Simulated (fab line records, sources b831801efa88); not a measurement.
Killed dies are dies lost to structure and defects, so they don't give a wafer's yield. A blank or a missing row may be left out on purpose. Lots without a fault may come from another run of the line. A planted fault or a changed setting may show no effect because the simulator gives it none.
A struck lot beside a sound one | flow sky130 | 15 steps out of a route of 708
Sound: wafers L848.2, L848.4, L848.6. Struck: wafers L850.1, L850.3, L850.6. The cause comes at the end.
At each step with rows: each side's tool, then ch and its chambers, then its first start. Under that, the readings that differ: sound wafers | struck wafers | difference of the means | sigmas: that difference in standard deviations of wafers without a fault.
alike: readings whose means differ by less than 2 such deviations, and words and numbers that are the same on both sides. not compared: withheld readings, readings that some wafer has no value for, bounds like >300 that may hide the same value, and numbers for which the record gives no deviation and whose values overlap.
The two part at a step that has a row with sigmas, a row that says differs or no value, or rows on one side only. Numbers that don't overlap but have no deviation are shown without sigmas and don't part them. A reading that every wafer of one side lacks parts them only if that side has two wafers or more.

SKY_METAL5_RS_MEAS_05: measures by four-point-probe.
  sound on film_metro-04, day 44 14:08; struck on film_metro-04, day 45 10:02
  alike: METAL5_ALCU_RS
SKY_METAL5_THK_MEAS_06: measures by xrf.
  sound on film_metro-04, day 44 14:14; struck on film_metro-04, day 45 10:09
  alike: METAL5_ALCU_THK
then, 7 steps without rows for these wafers: SKY_METAL5_DEHYDRATE_07 (time 60 s); SKY_METAL5_HMDS_08 (prime time 60 s); SKY_METAL5_COAT_09 (resist thk 1800 nm); SKY_METAL5_SOFTBAKE_10 (time 60 s); SKY_METAL5_EXPOSE_11 (exposes mask MM5, target cd 1600 nm); SKY_METAL5_PEB_12; SKY_METAL5_DEVELOP_13 (develop time 60 s).
SKY_METAL5_DESCUM_14: chemistry O2, time 11 s.
  sound on rie_metal-01 ch 0,1, day 45 12:30; struck on rie_metal-01 ch 0, day 46 07:24
  alike: drypump_motor_current_A, oes_product_au
  not compared: rf_hours_counter_h
SKY_METAL5_METAL_ETCH_15: etches the open film in Cl2/BCl3, stops on SiO2, target depth 1260 nm, time 252 s.
  sound on rie_metal-01 ch 0,1, day 45 12:32; struck on rie_metal-01 ch 0, day 46 07:28
  alike: bcl3_flow_sccm, drypump_motor_current_A, mfc_cl2_sccm, oes_product_au, throttle_valve_pct
  not compared: rf_hours_counter_h
SKY_METAL5_STRIP_16: strips in O2/N2.
  sound on plasma_asher-01 ch 0,1, day 45 12:46; struck on plasma_asher-04 ch 0,1, day 46 08:03
  alike: chamber_pressure_mTorr, drypump_motor_current_A, o2_flow_sccm, oes_product_au, strip_time_to_endpoint_s
  not compared: rf_hours_counter_h
SKY_METAL5_STRIP_17: strips in post etch residue remover, time 1200 s.
  sound on wet_bench-02 ch 2, day 45 12:53; struck on wet_bench-02 ch 1, day 46 08:09
  no value came back on the struck wafers for bath_guard_temp_C (C), bath_heat_duty_pct (%); on the sound wafers bath_guard_temp_C (C) reads 72.0 71.7 71.9
then, 1 step without rows for these wafers: SKY_METAL5_CLEAN_18 (cleans in IPA, time 180 s).
SKY_PAD_OPEN_PROBE_99:
  sound on prober-02, day 47 08:45; struck on prober-02, day 48 03:44
  reading                               | sound            | struck              | difference | sigmas
  model.etest.met5_comb.leak_log10_a_um | -12 -11.99 -11.9 | -11.5 -11.73 -11.52 | +0.4       |
  alike: defect_limited_yield, killed_at_M0_to_M3, killed_at_M4_up, killed_at_contacts, killed_at_front_end, killed_at_other, killed_dies, killed_open, killed_short, sort_bin_3_pad_short, sort_bin_5_function, sort_bin_6_memory, sort_n_pass, sort_yield_pct

WHERE THEY PART
Only at SKY_METAL5_STRIP_17, within this record. Later steps at which nothing parts them and some readings are alike: SKY_PAD_OPEN_PROBE_99.

WHY: what the simulator had put in
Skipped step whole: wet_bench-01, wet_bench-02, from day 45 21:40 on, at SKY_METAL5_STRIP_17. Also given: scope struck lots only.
